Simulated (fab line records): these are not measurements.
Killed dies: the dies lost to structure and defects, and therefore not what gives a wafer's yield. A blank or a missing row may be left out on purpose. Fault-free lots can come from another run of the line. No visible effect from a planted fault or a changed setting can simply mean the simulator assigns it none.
Problem report in the 8D (eight disciplines) form, filled by code -- flow sky130 -- the parts of the form that need people (team, actions taken, sign-off) are left out

1. THE PROBLEM
CAPM_TIN_RS at SKY_CAPM_RS_MEAS_03 reads a mean of 7.61 ohm/sq on 2 wafers of 1 lot; wafers without a fault read 6.89 ohm/sq with a standard deviation of 0.086. Relative to the usual mean, that is a shift of +8.4 standard deviations.
The step: measures by four-point-probe.
The first sign was on wafer L732.4 at day 41 15:05, on film metro-04. Wafers with a number at this step in the record: 15, from 5 lots. The rule behind "out" and "out of limits": a value lying over 4 standard deviations away from the usual mean. The other wafers with a number count as sound.

2. WHAT IT IS; WHAT IT IS NOT
question,is,is not
which readings at this step,CAPM_TIN_RS,-
which lots,L732,"L718, L728, L739, L740"
which wafers of those lots,"L732.4, L732.6",L732.1
read on which gauges,film metro-04,"film metro-01, film metro-03"
when,from day 41 15:05,"up to then (7 sound wafers); but 6 sound wafers of L739, L740 came after"

3. WHAT RULES OUT EACH SUSPECT
Counting: a tool at a process step up to the reading stays a suspect if it ran every lot that is out. Sound lots after the first of them don't rule it out here, since some wafers of a struck lot are sound.
- the gauge at SKY_CAPM_RS_MEAS_03 is ruled out. All the wafers that are out were read on film metro-04, but those of them that SKY_CAPM_METAL_ETCH_13 has rows for are out there too, on other tools.
- pvd sputter-02 at SKY_VIA2_SPUTTER_20 (material TiN, target thk 20 nm, time 80 s): kept. It ran the lot that is out, L732 (day 41 14:04).
- cmp-01 at SKY_VIA2_CMP_24 (polishes, stops on SiO2, t overpolish 20 s, target thk 0 nm): kept. L732, the lot that is out, went through it at day 41 14:32; up to then, the latest sound lot through it was L728 at day 40 20:13.
- pvd sputter-04 at SKY_METAL3_SPUTTER_00 (material Ti, target thk 15 nm, time 10 s): kept. L732, the lot that is out, went through it at day 41 14:44; up to then, the latest sound lot through it was L728 at day 40 20:31.
- pecvd-02 at SKY_CAPM_CVD_00 (deposits SiO2, target thk 15.5 nm): kept. L732, the lot that is out, went through it at day 41 14:53; up to then, the latest sound lot through it was L728 at day 40 20:41.
- pvd sputter-02 at SKY_CAPM_SPUTTER_02 (material TiN, target thk 200 nm, time 166.7 s): kept. L732, the lot that is out, went through it at day 41 14:58; up to then, the latest sound lot through it was L718 at day 37 07:50.
- Within cmp-01 at SKY_VIA2_CMP_24: the wafers that are out ran in chambers 0, 3; their sound lot-mates ran in chamber 1.
- Within pecvd-02 at SKY_CAPM_CVD_00: the wafers that are out ran in chambers 1, 2; their sound lot-mates ran in chamber 0.
Left after counting: pvd sputter-02 at SKY_VIA2_SPUTTER_20, cmp-01 at SKY_VIA2_CMP_24, pvd sputter-04 at SKY_METAL3_SPUTTER_00, pecvd-02 at SKY_CAPM_CVD_00, pvd sputter-02 at SKY_CAPM_SPUTTER_02.

4. THE CAUSE (what the simulator had put in)
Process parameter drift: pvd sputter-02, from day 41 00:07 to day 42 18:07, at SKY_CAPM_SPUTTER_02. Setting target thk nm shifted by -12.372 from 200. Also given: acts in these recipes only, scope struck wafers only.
Counting left 5 suspects, and this tool is among them.

5. THE EFFECT CHAIN, in route order
One row per reading whose mean, taken over the struck wafers that have a number, lies over 3 standard deviations from the usual. Scope: only readings with a usual standard deviation given in the record; hours: median across lots of the time from each lot's start at the first step in this table that gives one to its start at this step; sigmas: change in usual standard deviations.
hours,step,reading,usual,on struck wafers,change,sigmas
0,SKY_CAPM_RS_MEAS_03,CAPM_TIN_RS,6.89 ohm/sq,7.61,+0.72,+8.4
0,SKY_CAPM_THK_MEAS_04,CAPM_TIN_THK,201.5 nm,181.2,-20.2,-7.2
24,SKY_CAPM_METAL_ETCH_13,oes product au,0.943 a.u.,0.890,-0.053,-6.3
24,SKY_CAPM_METAL_ETCH_13,throttle valve pct,21.900 %,21.931,+0.031,+3.1
The process steps in it:
- SKY_CAPM_METAL_ETCH_13: etches TiN in Cl2/BCl3, stops on SiO2, target depth 220 nm, time 62.9 s.
Later measuring or inspecting steps at which every struck wafer that the step has a row for has a number for every such reading, and none has moved that far: SKY_CAPM_OVL_MEAS_12, SKY_METAL3_CD_MEAS_13, SKY_METAL3_OVL_MEAS_14.

6. HOW IT WOULD HAVE BEEN CAUGHT EARLIER
Counted from the fault's start at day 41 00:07, it took 15 hours until the first out-of-limits reading at a measuring or inspecting step in this record, taken at day 41 15:05.
Of the tool readings at SKY_CAPM_SPUTTER_02 for which the record gives a usual standard deviation, none was out on any struck wafer, so an alarm limit of 4 standard deviations on them would not have fired.
Each of the lots that are out, 1 in all, had begun SKY_CAPM_SPUTTER_02 on pvd sputter-02 no later than day 41 15:05. Holding the tool at that point would not have protected any of them.
